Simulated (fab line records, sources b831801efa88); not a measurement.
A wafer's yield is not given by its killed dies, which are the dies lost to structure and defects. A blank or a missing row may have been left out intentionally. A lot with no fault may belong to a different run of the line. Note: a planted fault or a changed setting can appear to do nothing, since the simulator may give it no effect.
A struck lot beside a sound one ; flow sky130 ; 20 out of 708 route steps
Sound: these wafers, L103.2, L103.5, L103.6. Wafers L108.1, L108.3, L108.4 were the ones struck. The cause is named last.
Order at every step that has rows: each side's tool, ch and its chambers, its first start. Under that, the readings that differ: sound wafers ; struck wafers ; difference of the means ; sigmas: that difference in standard deviations of wafers without a fault.
alike: same words and numbers on both sides, and readings whose means sit less than 2 such deviations apart. not compared: any withheld reading, any reading some wafer has no value for, any bound like >300 that may hide the same value, and any number with overlapping values for which the record gives no deviation.
Wherever a step has rows on one side only, a row that says differs or no value, or a row with sigmas, the two part there. When numbers do not overlap yet have no deviation, they are printed without sigmas and do not part them. A reading that every wafer of one side lacks parts them only if that side has two wafers or more.

first, 1 step without rows for these wafers: SKY_RES_XHIGH_IMPLANT_07.
SKY_RES_XHIGH_STRIP_08: strips in O2/N2.
  sound on plasma_asher-02 ch 0,1, day 32 04:58; struck on plasma_asher-04 ch 0,1, day 33 05:50
  alike: drypump_motor_current_A, oes_product_au, strip_time_to_endpoint_s
  not compared: rf_hours_counter_h
SKY_RES_XHIGH_TW_MEAS_09:
  struck on film_metro-02, day 33 05:56; sound on film_metro-04, day 32 05:05
  alike: RES_XHIGH_TW
then, 7 steps without rows for these wafers: SKY_SD_N_DEHYDRATE_00 (time 60 s); SKY_SD_N_HMDS_01 (prime time 60 s); SKY_SD_N_COAT_02 (resist thk 1140 nm); SKY_SD_N_SOFTBAKE_03 (time 60 s); SKY_SD_N_EXPOSE_04 (exposes mask NSDM, target cd 380 nm); SKY_SD_N_PEB_05; SKY_SD_N_DEVELOP_06 (develop time 60 s).
SKY_SD_N_CD_MEAS_07: target cd 380 nm.
  struck on cd_sem-02, day 34 08:05; sound on cd_sem-02, day 33 08:27
  alike: cd_nm
SKY_SD_N_OVL_MEAS_08:
  struck on overlay-02, day 34 08:12; sound on overlay-02, day 33 08:34
reading;sound;struck;difference;sigmas
SD_N_OVL (nm);-4.9 -3.2 -4.7;-0.3 0.3 -0.3;+4.2;+3
SKY_SD_N_IMPLANT_09:
  sound on implanter-03 ch 0, day 33 08:37; struck on implanter-01 ch 0, day 34 08:14
reading;sound;struck;difference;sigmas
beam_on_s (s);16.9 15.7 16.0;10.1 10.0 9.9;-6.2;-10
dose_ions_cm2;4e+15 4.003e+15 3.993e+15;1.662e+15 1.664e+15 1.665e+15;-2.335e+15;-99 or more
faraday_current_uA;12885 13828 13597;9097 9098 9161;-4318;-10
next, for these wafers, 1 step has no rows: SKY_SD_N_IMPLANT_10.
SKY_SD_N_STRIP_11: strips in O2/N2.
  sound on plasma_asher-01 ch 0,1, day 33 08:53; struck on plasma_asher-01 ch 0,1, day 34 08:32
reading;sound;struck;difference;sigmas
oes_product_au (a.u.);0.526 0.528 0.539;0.568 0.578 0.577;+0.043;+9
strip_time_to_endpoint_s (s);22.54 22.50 22.56;19.57 19.57 19.57;-2.96;-80
  alike: drypump_motor_current_A
  not compared: rf_hours_counter_h
SKY_SD_N_TW_MEAS_12:
  struck on film_metro-04, day 34 08:38; sound on film_metro-04, day 33 09:00
reading;sound;struck;difference;sigmas
SD_N_TW;3990 3960 3976;3829 3865 3836;-132;-3
then, 1 step without rows for these wafers: SKY_SD_N_CLEAN_13 (cleans in SC1/SC2, time 150 s).
SKY_SD_N_RTA_14: time 2 s.
  sound on rtp_anneal-02 ch 0, day 33 09:07; struck on rtp_anneal-01 ch 0, day 34 08:45
  alike: lamp_power_pct, wafer_temp_C_max
SKY_SD_N_RS_MEAS_16: the measuring method here is four-point-probe.
  struck on film_metro-04, day 34 09:17; sound on film_metro-01, day 33 09:17
reading;sound;struck;difference;sigmas
SD_N_RS (ohm/sq);68.46 68.39 68.63;83.04 82.97 82.75;+14.43;+99 or more
  not compared: hold
SKY_PAD_OPEN_PROBE_99:
  the record holds rows for the sound wafers here (prober-01, day 49 15:26) but none for the struck ones

== WHERE THEY PART ==
First at SKY_SD_N_OVL_MEAS_08; last, within this record, at SKY_PAD_OPEN_PROBE_99.

WHY: the cause the simulator had injected
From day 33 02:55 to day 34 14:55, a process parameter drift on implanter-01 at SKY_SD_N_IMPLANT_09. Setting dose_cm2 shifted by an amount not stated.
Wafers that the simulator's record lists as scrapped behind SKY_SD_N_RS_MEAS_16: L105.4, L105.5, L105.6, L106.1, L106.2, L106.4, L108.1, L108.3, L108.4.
